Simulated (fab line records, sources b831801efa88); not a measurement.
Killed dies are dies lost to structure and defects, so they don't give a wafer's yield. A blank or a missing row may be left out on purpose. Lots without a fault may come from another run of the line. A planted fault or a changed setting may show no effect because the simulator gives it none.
A struck lot beside a sound one | flow sky130 | 15 steps out of a route of 708
Sound: wafers L393.2, L393.3, L393.4. Struck: wafers L407.2, L407.5, L407.6. The cause comes at the end.
At each step with rows: each side's tool, then ch and its chambers, then its first start. Under that, the readings that differ: sound wafers | struck wafers | difference of the means | sigmas: that difference in standard deviations of wafers without a fault.
alike: readings whose means differ by less than 2 such deviations, and words and numbers that are the same on both sides. not compared: withheld readings, readings that some wafer has no value for, bounds like >300 that may hide the same value, and numbers for which the record gives no deviation and whose values overlap.
The two part at a step that has a row with sigmas, a row that says differs or no value, or rows on one side only. Numbers that don't overlap but have no deviation are shown without sigmas and don't part them. A reading that every wafer of one side lacks parts them only if that side has two wafers or more.

first, 4 steps without rows for these wafers: SKY_LDD_HVN_SOFTBAKE_03 (time 60 s); SKY_LDD_HVN_EXPOSE_04 (exposes mask HVNTM, target cd 700 nm); SKY_LDD_HVN_PEB_05; SKY_LDD_HVN_DEVELOP_06 (develop time 60 s).
SKY_LDD_HVN_OVL_MEAS_07:
  sound on overlay-02, day 21 08:24; struck on overlay-02, day 26 00:14
  alike: LDD_HVN_OVL
then, 1 step without rows for these wafers: SKY_LDD_HVN_IMPLANT_08.
SKY_LDD_HVN_STRIP_09: strips in O2/N2.
  sound on plasma_asher-03 ch 0,1, day 21 08:35; struck on plasma_asher-02 ch 0,1, day 26 00:25
  alike: drypump_motor_current_A, oes_product_au, strip_time_to_endpoint_s
  not compared: rf_hours_counter_h
SKY_LDD_HVN_TW_MEAS_10:
  sound on film_metro-03, day 21 08:41; struck on film_metro-02, day 26 00:31
  alike: LDD_HVN_TW
then, 4 steps without rows for these wafers: SKY_LDD_HVP_DEHYDRATE_00 (time 60 s); SKY_LDD_HVP_HMDS_01 (prime time 60 s); SKY_LDD_HVP_COAT_02 (resist thk 300 nm); SKY_LDD_HVP_SOFTBAKE_03 (time 60 s).
SKY_LDD_HVP_EXPOSE_04: exposes mask HVPTM, target cd 700 nm.
  sound on iline_stepper-01 ch 0, day 21 23:46; struck on iline_stepper-01 ch 0, day 26 14:58
  reading | sound                   | struck                           | difference | sigmas
  mask    | HVPTM#0 HVPTM#0 HVPTM#0 | HVPTM_R1#0 HVPTM_R1#0 HVPTM_R1#0 | differs    |
  alike: stage_vel_mm_s
then, 1 step without rows for these wafers: SKY_LDD_HVP_PEB_05.
-- the record jumps here: 23 days lie between the struck wafers' starts before and after (it left off in module LDD_HVP and takes up again in module PAD_OPEN, whose first step shown is number 708 of the route) --
SKY_PAD_OPEN_PROBE_99:
  sound on prober-01, day 46 14:31; struck on prober-01, day 49 11:26
  reading             | sound    | struck      | difference | sigmas
  killed_at_front_end | 12 18 12 | 332 319 321 | +310       | +67
  killed_dies         | 92 82 89 | 406 391 403 | +312       | +35
  killed_on_rim       | 18 17 21 | 71 71 73    | +53        | +15
  alike: killed_at_M0_to_M3, killed_at_M4_up, killed_at_contacts, killed_at_other, killed_open, killed_short

WHERE THEY PART
First at SKY_LDD_HVP_EXPOSE_04; last, within this record, at SKY_PAD_OPEN_PROBE_99.

WHY: what the simulator had put in
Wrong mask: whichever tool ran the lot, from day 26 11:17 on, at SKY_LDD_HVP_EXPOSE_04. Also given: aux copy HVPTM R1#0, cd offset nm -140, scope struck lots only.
